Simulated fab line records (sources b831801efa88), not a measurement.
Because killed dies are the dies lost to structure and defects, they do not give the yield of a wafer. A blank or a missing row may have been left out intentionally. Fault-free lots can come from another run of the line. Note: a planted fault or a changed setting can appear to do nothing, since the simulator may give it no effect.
Which of the tools did it?    flow gf180mcu    13 lots, 39 wafers sampled, at 2 steps of a route of 602

## WHAT THE GAUGES READ, wafer by wafer
GF_MIM_RS_MEAS_10: the measuring method here is four-point-probe. Usual: MIM_ALCU_RS typically reads 0.1601 ohm/sq, with standard deviation 0.0015.
lot   measured      on            MIM_ALCU_RS (ohm/sq)  flag
L973  day 24 17:40  filmMetro-02  0.1586 0.1593 0.1592  
L975  day 26 06:08  filmMetro-03  0.1579 0.1583 0.1577  
L976  day 26 08:06  filmMetro-04  0.1605 0.1610 0.1613  
L978  day 26 12:34  filmMetro-04  0.1599 0.1609 0.1621  
L979  day 27 07:35  filmMetro-04  0.1579 0.1597 0.1603  
L980  day 27 12:51  filmMetro-04  0.1612 0.1614 0.1603  
L981  day 28 03:17  filmMetro-04  0.1627 0.1608 0.1605  
L982  day 28 05:11  filmMetro-02  0.1595 0.1599 0.1592  
L983  day 28 05:50  filmMetro-03  0.1591 0.1610 0.1607  
L984  day 28 08:41  filmMetro-02  0.1602 0.1593 0.1599  
L985  day 29 00:40  filmMetro-03  0.1637 0.1606 0.1610  
L993  day 31 00:13  filmMetro-02  0.1618 0.1609 0.1619  
L995  day 31 16:56  filmMetro-04  0.1562 0.1561 0.1579  

## TOOL THAT RAN EACH LOT (tool first, then ch and the chambers of the sampled wafers, then the start)
lot   GF_MIM_SPUTTER_02
L973  pvdSputter-02, day 24 17:20
L975  pvdSputter-02, day 26 05:52
L976  pvdSputter-01, day 26 07:49
L978  pvdSputter-02, day 26 12:17
L979  pvdSputter-01, day 27 07:17
L980  pvdSputter-03, day 27 12:31
L981  pvdSputter-02, day 28 03:01
L982  pvdSputter-03, day 28 04:52
L983  pvdSputter-01, day 28 05:33
L984  pvdSputter-01, day 28 08:25
L985  pvdSputter-01, day 29 00:21
L993  pvdSputter-03, day 30 23:53
L995  pvdSputter-02, day 31 16:39
- GF_MIM_SPUTTER_02: material AlCu, target thk 450 nm, time 23.9 s.

## WHAT THE TOOLS THEMSELVES READ (means of the sampled wafers that have a number; where no wafer has one, the mark that the record gives instead)
GF_MIM_SPUTTER_02. Usual: throttleValvePct 29.8 %, standard deviation 1.2.
lot   tool           throttleValvePct (%)  flag
L973  pvdSputter-02  30.4                  
L975  pvdSputter-02  30.8                  
L976  pvdSputter-01  29.1                  
L978  pvdSputter-02  31.1                  
L979  pvdSputter-01  29.7                  
L980  pvdSputter-03  30.0                  
L981  pvdSputter-02  30.5                  
L982  pvdSputter-03  30.2                  
L983  pvdSputter-01  29.5                  
L984  pvdSputter-01  29.2                  
L985  pvdSputter-01  29.3                  
L993  pvdSputter-03  30.9                  
L995  pvdSputter-02  30.9                  

## THE ANSWER, worked out from the rows above alone
Rule: take the mean of a lot's wafers that have a number; if it is more than 3 standard deviations from the usual mean, the lot is off. Also off: a lot with no number at a reading for which 4 or more lots have one. Where the step has rows for the other lots, those lots are counted as sound. The gauges are gone through in route order, then the tools' own readings, and for those a lot's mean is taken as printed above. The first step at which some lot is off is used, and at that step the reading that is off furthest; a lot without a number counts as furthest.
None of the lots is off at any reading shown; this tells nothing.

## WHAT HAD BEEN PUT IN BY THE SIMULATOR
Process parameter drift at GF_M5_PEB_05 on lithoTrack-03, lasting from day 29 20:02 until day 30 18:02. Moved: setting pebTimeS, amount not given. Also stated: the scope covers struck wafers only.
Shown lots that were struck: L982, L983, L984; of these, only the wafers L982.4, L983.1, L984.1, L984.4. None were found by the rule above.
